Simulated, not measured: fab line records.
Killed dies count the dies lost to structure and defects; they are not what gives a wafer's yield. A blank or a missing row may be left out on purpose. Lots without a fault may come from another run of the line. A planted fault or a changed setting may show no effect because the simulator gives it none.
Problem report in the 8D (eight disciplines) form, filled by code	flow gf180mcu	the parts of the form that need people (team, actions taken, sign-off) are left out

## 1. THE ISSUE
Wafers free of any fault read 845 nm (standard deviation 11) for V3_CVD_02_THK at GF_V3_THK_MEAS_03, against a mean of 1523 nm on 3 wafers of 2 lots. Relative to the usual mean, that is a shift of +62 standard deviations.
The first sign was on wafer L899.1 at day 25 12:38, on filmMetro-02. The record holds 33 wafers of 11 lots with a number at this step. The rule behind "out" and "out of limits": a value lying over 4 standard deviations away from the usual mean. All remaining wafers that have a number are taken as sound.

## 2. WHAT IT IS, AND WHAT IT ISN'T
question	is	is not
which readings at this step	V3_CVD_02_THK	-
which lots	L899, L900	L888, L889, L891, L893, L894, L895, L909, L910, L911
which wafers of those lots	L899.1, L899.2, L900.2	L899.3, L900.4, L900.6
read on which gauges	filmMetro-02, filmMetro-04	filmMetro-03
when	from day 25 12:38	up to then (19 sound wafers); but 11 sound wafers of L900, L909, L910, L911 came after

## 3. WHAT RULES OUT EACH SUSPECT
Counting: any tool at a process step up to the reading remains a suspect provided it ran every lot that is out. Sound lots after the first of them don't rule it out here, since some wafers of a struck lot are sound.
- the gauge at GF_V3_THK_MEAS_03 is ruled out. The wafers that are out were read on 2 gauges (filmMetro-02, filmMetro-04).
- pecvd-02 at GF_V3_CVD_02 (deposits SiO2 from TEOS, target thk 850 nm, time 94.851 s): kept. Every lot that is out went through it, the first being L899 (day 25 12:34); the last sound lot it ran before that was L891 (day 22 14:52).
Left after counting: pecvd-02 at GF_V3_CVD_02.

## 4. THE CAUSE (what the simulator had put in)
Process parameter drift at GF_V3_CVD_02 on pecvd-02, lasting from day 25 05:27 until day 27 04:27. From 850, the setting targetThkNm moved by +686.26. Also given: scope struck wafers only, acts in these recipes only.
After counting, this tool was the only one left.

## 5. THE CHAIN OF EFFECTS, in route order
Each row: a reading whose mean over the struck wafers that have a number lies more than 3 standard deviations from the usual. Scope: only readings with a usual standard deviation given in the record; hours: median across lots of the time from each lot's start at the first step in this table that gives one to its start at this step; sigmas: change in usual standard deviations.
hours	step	reading	usual	on struck wafers	change	sigmas
0	GF_V3_THK_MEAS_03	V3_CVD_02_THK	845 nm	1523	+678	+62
7	GF_V3_CMP_04	timeToEndpointS	80 s	332	+252	+51
The process steps in it:
- GF_V3_CMP_04: polishes SiO2.

## 6. HOW IT WOULD HAVE BEEN CAUGHT EARLIER
Counted from the fault's start at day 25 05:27, it took 7 hours until the first out-of-limits reading at a measuring or inspecting step in this record, taken at day 25 12:38.
No tool reading at GF_V3_CVD_02 that has a usual standard deviation in the record was out on any struck wafer, so an alarm limit of 4 standard deviations on those readings would not have fired.
Among the 2 lots that are out, L900 began GF_V3_CVD_02 on pecvd-02 after day 25 12:38. Putting the tool on hold at that point would have spared it.
